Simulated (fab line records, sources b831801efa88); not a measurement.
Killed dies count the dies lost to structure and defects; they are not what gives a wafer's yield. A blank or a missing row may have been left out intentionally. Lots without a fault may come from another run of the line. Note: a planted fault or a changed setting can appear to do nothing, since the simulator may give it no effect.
Problem report in the 8D (eight disciplines) form, filled by code    flow gf180mcu    the parts of the form that need people (team, actions taken, sign-off) are left out

== 1. THE PROBLEM ==
V4_CVD_02_THK at GF_V4_THK_MEAS_03 reads a mean of 1330 nm on 2 wafers of 1 lot; wafers without a fault read 850 nm with a standard deviation of 9.3. That is +52 standard deviations from the usual mean.
Earliest sighting: wafer L749.1 on film-metro-03 at day 29 11:03. The record has a number at this step for 33 wafers belonging to 11 lots. Rule for "out" (also "out of limits"): further than 4 standard deviations from the usual mean. The other wafers with a number count as sound.

== 2. WHAT IT IS; WHAT IT IS NOT ==
question                     is                 is not
which readings at this step  V4_CVD_02_THK      -
which lots                   L749               L732, L733, L734, L735, L736, L738, L739, L751, L752, L754
which wafers of those lots   L749.1, L749.5     L749.3
read on which gauges         film-metro-03      film-metro-01, film-metro-02
when                         from day 29 11:03  up to then (22 sound wafers); but 9 sound wafers of L751, L752, L754 came after

== 3. SUSPECTS, AND WHAT RULES EACH OUT ==
Counting: any tool at a process step up to the reading remains a suspect provided it ran every lot that is out. Sound lots after the first of them don't rule it out here, since some wafers of a struck lot are sound.
- the gauge at GF_V4_THK_MEAS_03 is ruled out. All the wafers that are out were read on film-metro-03, but those of them that GF_V4_CMP_04 has rows for are out there too, on other tools.
- pvd-sputter-03 at GF_V3_SPUTTER_22 (material TiN, target thk 10 nm, time 40 s): kept. It ran the lot that is out, L749 (day 28 13:45); its last sound lot up to then is L738 (day 25 01:52).
- pecvd-01 at GF_V4_CVD_02 (deposits SiO2 from TEOS, target thk 850 nm, time 94.851 s): kept. It ran the lot that is out, L749 (day 29 10:59); its last sound lot up to then is L739 (day 26 11:29).
Left after counting: pvd-sputter-03 at GF_V3_SPUTTER_22, pecvd-01 at GF_V4_CVD_02.

== 4. THE CAUSE (what the simulator had put in) ==
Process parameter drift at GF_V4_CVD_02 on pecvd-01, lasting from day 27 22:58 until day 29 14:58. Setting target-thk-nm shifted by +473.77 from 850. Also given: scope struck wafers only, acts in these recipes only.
Of the 2 suspects that counting leaves, this tool is one.

== 5. SEQUENCE OF EFFECTS, ordered by route ==
Each row: a reading where the mean over the struck wafers with a number is more than 3 standard deviations away from the usual. Scope: only readings with a usual standard deviation given in the record; hours: median across lots of the time from each lot's start at the first step in this table that gives one to its start at this step; sigmas: change in usual standard deviations.
hours  step               reading             usual   on struck wafers  change  sigmas
0      GF_V4_THK_MEAS_03  V4_CVD_02_THK       850 nm  1330              +480    +52
0      GF_V4_CMP_04       time-to-endpoint-s  80 s    258               +178    +39
Process steps it contains:
- GF_V4_CMP_04: polishes SiO2.
Later measuring or inspecting steps at which every struck wafer that the step has a row for has a number for every such reading, and none has moved that far: GF_V4_CD_MEAS_14.

== 6. WHAT WOULD HAVE CAUGHT IT SOONER ==
Counted from the fault's start at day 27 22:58, it took 36 hours until the first out-of-limits reading at a measuring or inspecting step in this record, taken at day 29 11:03.
An alarm limit of 4 standard deviations would not have fired on the tool readings at GF_V4_CVD_02 for which the record gives a usual standard deviation, since none of them was out on any struck wafer.
Lots out: 1; all had begun GF_V4_CVD_02 on pecvd-01 by day 29 11:03. None of them would have been spared by holding the tool at that moment.
